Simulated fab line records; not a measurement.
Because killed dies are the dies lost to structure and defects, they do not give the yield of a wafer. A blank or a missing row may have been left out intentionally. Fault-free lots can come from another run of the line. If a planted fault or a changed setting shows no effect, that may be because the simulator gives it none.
fab line records    flow sky130
[record] lots = 6  wafers = 16  lastDay = 50
route steps=708 shown PWDE@46 NWELL@56
lots that met no fault: taken from a fault-free run of the same line
startH: the number of hours between the record's first day and the start of the first shown wafer of the lot    waitH: how many hours have passed since the lot's step before this one    " unchanged from the row above    L1.1+2: a single row standing in for several wafers    - either no value or no given start    * or withheld: withheld    < > ~ a bound
route shown NAME@n: names a module that has steps shown in the file, with the first one's number in the route    usual: average and standard deviation across the fault-free wafers    same: alike in all rows    chamber/n: place in a boat    sites: readings site by site    _std_site: standard deviation across them    _edge_site: mean of outer sites minus mean of inner sites    radiusMm: for every site, how far away it sits from the centre of the wafer    mask NAME#n: copy n    behind: the most recent tool/chamber to have shaped the wafer    hold: reason for holding the lot/hours on hold/outcome of the hold    device: whichever transistor did not switch (one of n, p or np)    end of line: the route-end tests of the same wafers    a step given without rows: its recipe and nothing more    killed: dies that structure and defects cost at the first sort, which is not the same as the wafer's yield    map: a wafer's dies, x killed, . not, _ none there
set.NAME: the run value of the setting; set.NAME@STEP: its run value at that earlier step    model.NAME: the simulator's own value behind a step, which no gauge read
certain route steps with their lots: each step a table, each wafer a row
services: from which hour (startH, from the record's first day; less than 0 if before it) a tool's chamber was out of use, for how many hours, and why
[[steps]]
[step SKY_PWDE_HMDS_01]
[recipe] primeTimeS = 60  primeTempC = 120
[step SKY_PWDE_COAT_02]
[recipe] spinRpm = 2000  resistThkNm = 3000
[step SKY_PWDE_SOFTBAKE_03]
[recipe] tempC = 110  timeS = withheld
[step SKY_PWDE_EXPOSE_04]
[recipe] maskId = PWDEM  na = 0.6  sourceShape = conventional  sigmaOuter = 0.6  polarization = unpolarized  targetCdNm = 840  doseMj = 214
[step SKY_PWDE_PEB_05]
[recipe] tempC = 115  timeS = withheld
[step SKY_PWDE_DEVELOP_06]
[recipe] wallAngleDeg = 90  developer = TMAH  developTimeS = 60  devTempC = 23
[step SKY_PWDE_OVL_MEAS_07]
[usual] PWDE_OVL = -0.7/1.5
lot.wafer  tool        chamber  startH  waitH  PWDE_OVL[nm]
L414.2     overlay-01  -        102.86  -      -3.6
L414.3     "           -        "       "      0.1
L414.6     "           -        "       "      -2.1
L417.2     overlay-02  -        114.01  -      -1.3
L417.3     "           -        "       "      -0.2
L417.6     "           -        "       "      -0.5
L427.2     overlay-01  -        151.35  -      0.3
L427.4     "           -        "       "      0.5
L429.2     overlay-02  -        169.21  -      0.8
L429.5     "           -        "       "      0.9
L430.2     overlay-01  -        173.61  -      -1.7
L430.3     "           -        "       "      -1.5
L430.6     "           -        "       "      -1.6
L435.3     overlay-01  -        199.32  -      -1.0
L435.4     "           -        "       "      0.3
L435.5     "           -        "       "      0.8
[step SKY_PWDE_IMPLANT_08]
[recipe] species = B  energyKev = 150  doseCm2 = 3.6e+12  tiltDeg = withheld
[step SKY_PWDE_STRIP_09]
[recipe] chemistry = O2/N2  powerW = 1400  pressureMtorr = 1500  platenTempC = withheld  o2FlowSccm = 3000  n2FlowSccm = 300  overashFraction = 0.5
[usual] drypumpMotorCurrentA = 5.7/0.48  n2FlowSccm = 300.2/0.88  oesProductAu = 0.723/0.0047  stripTimeToEndpointS = 36.95/0.12
lot.wafer  tool            chamber  startH  waitH  drypumpMotorCurrentA  n2FlowSccm  oesProductAu  rfHoursCounterH  stripTimeToEndpointS
L414.2     plasmaAsher-02  1        103.04  0.1    5.9                   301.0       0.721         37               37.12
L414.3     "               1        "       "      5.9                   301.2       0.727         -                37.16
L414.6     "               1        "       "      5.9                   302.0       0.726         -                37.04
L417.2     plasmaAsher-01  1        114.19  0.1    6.2                   300.0       0.726         44               36.87
L417.3     "               1        "       "      6.2                   300.2       0.721         -                36.80
L417.6     "               0        "       "      5.2                   298.8       0.720         -                36.78
L427.2     plasmaAsher-03  0        151.53  0.1    6.2                   300.2       0.727         34               37.05
L427.4     "               0        "       "      6.1                   301.0       0.720         -                37.13
L429.2     plasmaAsher-01  0        169.39  0.1    5.3                   299.3       0.726         50               37.08
L429.5     "               1        "       "      6.2                   298.7       0.718         -                37.09
L430.2     plasmaAsher-02  1        173.79  0.1    5.9                   299.6       0.720         5                37.15
L430.3     "               1        "       "      5.9                   301.9       0.725         -                37.09
L430.6     "               0        "       "      4.8                   300.6       0.728         -                37.04
L435.3     plasmaAsher-01  1        199.52  0.1    6.2                   299.9       0.720         -                36.96
L435.4     "               0        "       "      5.3                   301.2       0.725         -                36.92
L435.5     "               1        "       "      6.2                   300.7       0.720         -                36.95
[step SKY_PWDE_TW_MEAS_10]
[usual] PWDE_TW = 375/4.1
lot.wafer  tool          chamber  startH  waitH  PWDE_TW
L414.2     filmMetro-04  -        103.15  0.1    380
L414.3     "             -        "       "      380
L414.6     "             -        "       "      380
L417.2     filmMetro-02  -        114.30  0.1    374
L417.3     "             -        "       "      371
L417.6     "             -        "       "      373
L427.2     filmMetro-04  -        151.64  0.1    383
L427.4     "             -        "       "      383
L429.2     filmMetro-03  -        169.50  0.1    369
L429.5     "             -        "       "      372
L430.2     filmMetro-02  -        173.90  0.1    373
L430.3     "             -        "       "      372
L430.6     "             -        "       "      373
L435.3     filmMetro-02  -        199.61  0.1    373
L435.4     "             -        "       "      373
L435.5     "             -        "       "      373
[step SKY_NWELL_DEHYDRATE_03]
[recipe] tempC = 200  timeS = 60
[step SKY_NWELL_HMDS_04]
[recipe] primeTimeS = 60  primeTempC = 120
[step SKY_NWELL_COAT_05]
[recipe] spinRpm = 2000  resistThkNm = 3000
lot.wafer  tool           chamber  startH  waitH  model.coat_of_NWELL_COAT_05.thkNm
L414.2     lithoTrack-03  0        112.32  0.1    2996
L414.3     "              0        "       "      3001
L414.6     "              0        "       "      3003
L417.2     lithoTrack-01  0        123.08  0.1    3018
L417.3+6   "              0        "       "      3016
L427.2     lithoTrack-01  0        161.78  0.1    3031
L427.4     "              0        "       "      1401
L429.2     lithoTrack-01  0        179.58  0.1    3001
L429.5     "              0        "       "      1394
L430.2+6   lithoTrack-03  0        184.02  0.1    2992
L430.3     "              0        "       "      2998
L435.3     lithoTrack-03  0        210.39  0.1    2995
L435.4     "              0        "       "      3001
L435.5     "              0        "       "      2988
[step SKY_NWELL_SOFTBAKE_06]
[recipe] tempC = 110  timeS = withheld
[step SKY_NWELL_EXPOSE_07]
[recipe] maskId = NWM  na = 0.6  sourceShape = conventional  sigmaOuter = 0.6  polarization = unpolarized  targetCdNm = 840  doseMj = 255
[step SKY_NWELL_PEB_08]
[recipe] tempC = 115  timeS = withheld
[step SKY_NWELL_DEVELOP_09]
[recipe] wallAngleDeg = 90  developer = TMAH  developTimeS = 60  devTempC = 23
[same] developTimeS = 60
lot.wafer  tool           chamber  startH  waitH  model.coat_of_NWELL_COAT_05.thkNm
L414.2     lithoTrack-04  0        -       -      2992
L414.3     "              0        "       "      2997
L414.6     "              0        "       "      2998
L417.2     lithoTrack-01  0        -       -      3014
L417.3+6   "              0        "       "      3012
L427.2     lithoTrack-04  0        -       -      3027
L427.4     "              0        "       "      1396
L429.2     lithoTrack-01  0        -       -      2997
L429.5     "              0        "       "      1389
L430.2+6   lithoTrack-01  0        -       -      2988
L430.3     "              0        "       "      2993
L435.3     lithoTrack-04  0        -       -      2991
L435.4     "              0        "       "      2997
L435.5     "              0        "       "      2984
[step SKY_NWELL_OVL_MEAS_10]
[usual] NWELL_00_OVL = 0.5/1.2
lot.wafer  tool        chamber  startH  waitH  NWELL_00_OVL[nm]
L414.2     overlay-02  -        121.80  -      -0.6
L414.3     "           -        "       "      -0.7
L414.6     "           -        "       "      -0.4
L417.2     overlay-02  -        133.36  -      3.0
L417.3     "           -        "       "      1.4
L417.6     "           -        "       "      3.6
L427.2     overlay-01  -        172.05  -      0.1
L427.4     "           -        "       "      2.2
L429.2     overlay-02  -        189.76  -      0.4
L429.5     "           -        "       "      -0.2
L430.2     overlay-02  -        195.26  -      1.5
L430.3     "           -        "       "      0.2
L430.6     "           -        "       "      0.9
L435.3     overlay-02  -        222.16  -      -0.5
L435.4     "           -        "       "      0.0
L435.5     "           -        "       "      -0.8
[step SKY_NWELL_IMPLANT_11]
[recipe] species = P  energyKev = 400  doseCm2 = 1.9e+13  tiltDeg = withheld
[step SKY_NWELL_IMPLANT_12]
[recipe] species = P  energyKev = 120  doseCm2 = 1.3e+12  tiltDeg = withheld
[step SKY_NWELL_IMPLANT_13]
[recipe] species = P  energyKev = 50  doseCm2 = 7e+11  tiltDeg = withheld
[step SKY_NWELL_STRIP_14]
[recipe] chemistry = O2/N2  powerW = 1400  pressureMtorr = 1500  platenTempC = withheld  o2FlowSccm = 3000  n2FlowSccm = 300  overashFraction = 0.5
[usual] drypumpMotorCurrentA = 5.7/0.41  n2FlowSccm = 300.0/0.87  oesProductAu = 0.722/0.0048  stripTimeToEndpointS = 37.00/0.13
lot.wafer  tool            chamber  startH  waitH  drypumpMotorCurrentA  n2FlowSccm  oesProductAu  rfHoursCounterH  stripTimeToEndpointS
L414.2     plasmaAsher-03  0        122.28  0.1    6.1                   298.9       0.720         31               36.87
L414.3     "               0        "       "      6.2                   301.0       0.718         -                36.91
L414.6     "               0        "       "      6.2                   299.9       0.721         -                36.94
L417.2     plasmaAsher-01  0        133.84  0.1    5.3                   300.4       0.716         46               37.12
L417.3     "               0        "       "      5.3                   300.8       0.726         -                37.11
L417.6     "               1        "       "      6.2                   300.7       0.729         -                37.11
L427.2     plasmaAsher-04  0        172.53  0.1    5.2                   299.0       0.723         52               37.29
L427.4     "               1        "       "      6.0                   299.9       0.705         -                18.23
L429.2     plasmaAsher-01  0        190.24  0.1    5.3                   300.3       0.722         52               36.94
L429.5     "               0        "       "      5.3                   301.0       0.714         -                18.16
L430.2     plasmaAsher-04  1        195.74  0.1    6.0                   301.6       0.724         53               36.82
L430.3     "               1        "       "      6.0                   301.5       0.724         -                36.87
L430.6     "               0        "       "      5.2                   301.1       0.726         -                36.83
L435.3     plasmaAsher-04  0        222.72  0.1    5.2                   301.0       0.716         -                36.85
L435.4     "               1        "       "      6.0                   299.4       0.720         -                36.91
L435.5     "               1        "       "      6.0                   301.4       0.728         -                36.77
[step SKY_NWELL_TW_MEAS_15]
[usual] NWELL_TW = 1825/19
lot.wafer  tool          chamber  startH  waitH  NWELL_TW
L414.2     filmMetro-03  -        122.39  0.1    1806
L414.3     "             -        "       "      1811
L414.6     "             -        "       "      1817
L417.2     filmMetro-02  -        133.95  0.1    1813
L417.3     "             -        "       "      1816
L417.6     "             -        "       "      1811
L427.2     filmMetro-03  -        172.64  0.1    1816
L427.4     "             -        "       "      1807
L429.2     filmMetro-03  -        190.35  0.1    1809
L429.5     "             -        "       "      1818
L430.2     filmMetro-04  -        195.85  0.1    1843
L430.3     "             -        "       "      1844
L430.6     "             -        "       "      1845
L435.3     filmMetro-03  -        222.81  0.1    1800
L435.4     "             -        "       "      1803
L435.5     "             -        "       "      1802
[[services]]
tool            chamber  startH  hours  kind
plasmaAsher-02  -        108.75  9.0    pm
plasmaAsher-02  0        108.75  9.0    ventCycle
plasmaAsher-02  1        108.75  9.0    ventCycle
plasmaAsher-02  0        117.75  -      clean
plasmaAsher-02  1        117.75  -      clean
plasmaAsher-02  -        137.45  7.0    repair
plasmaAsher-04  -        190.55  5.1    repair
[[key]]
[firstSign] step = SKY_NWELL_STRIP_14  reading = stripTimeToEndpointS  direction = down  sigmas = 99+  usual = *  struck = *
effect none on later readings
[modelEffect] step = SKY_NWELL_COAT_05  value = coat_of_NWELL_COAT_05.thkNm  without = 3021  struck = 1397
[modelEffect] step = SKY_NWELL_DEVELOP_09  value = coat_of_NWELL_COAT_05.thkNm  without = 3017  struck = 1393
metAt SKY_NWELL_COAT_05
struckWafers L427.4,L429.5
sortLeftOut L427.4,L429.5
testerLeftOut L427,L429
onsetBetween 123.08 161.78
[fault] kind = processParameterDrift  tool = lithoTrack-01  chamber = -  onsetH = 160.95  steps = SKY_NWELL_COAT_05  channel = resistThkNm  offset = -1612.6  shape = step  endH = 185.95  scope = struckWafersOnly  actsIn = theseRecipesOnly  stated = 3000
// testerLeftOut: of these lots the tester's yield and bins aren't shown, on N5 and GAA mostly nor the transistor test; their killed dies are dies lost to structure and defects alone, not to doping, threshold or leakage, so they don't give the yield
// sortLeftOut: the simulated sort isn't trusted on such a fault, so these wafers' sort isn't shown, and their yield isn't known
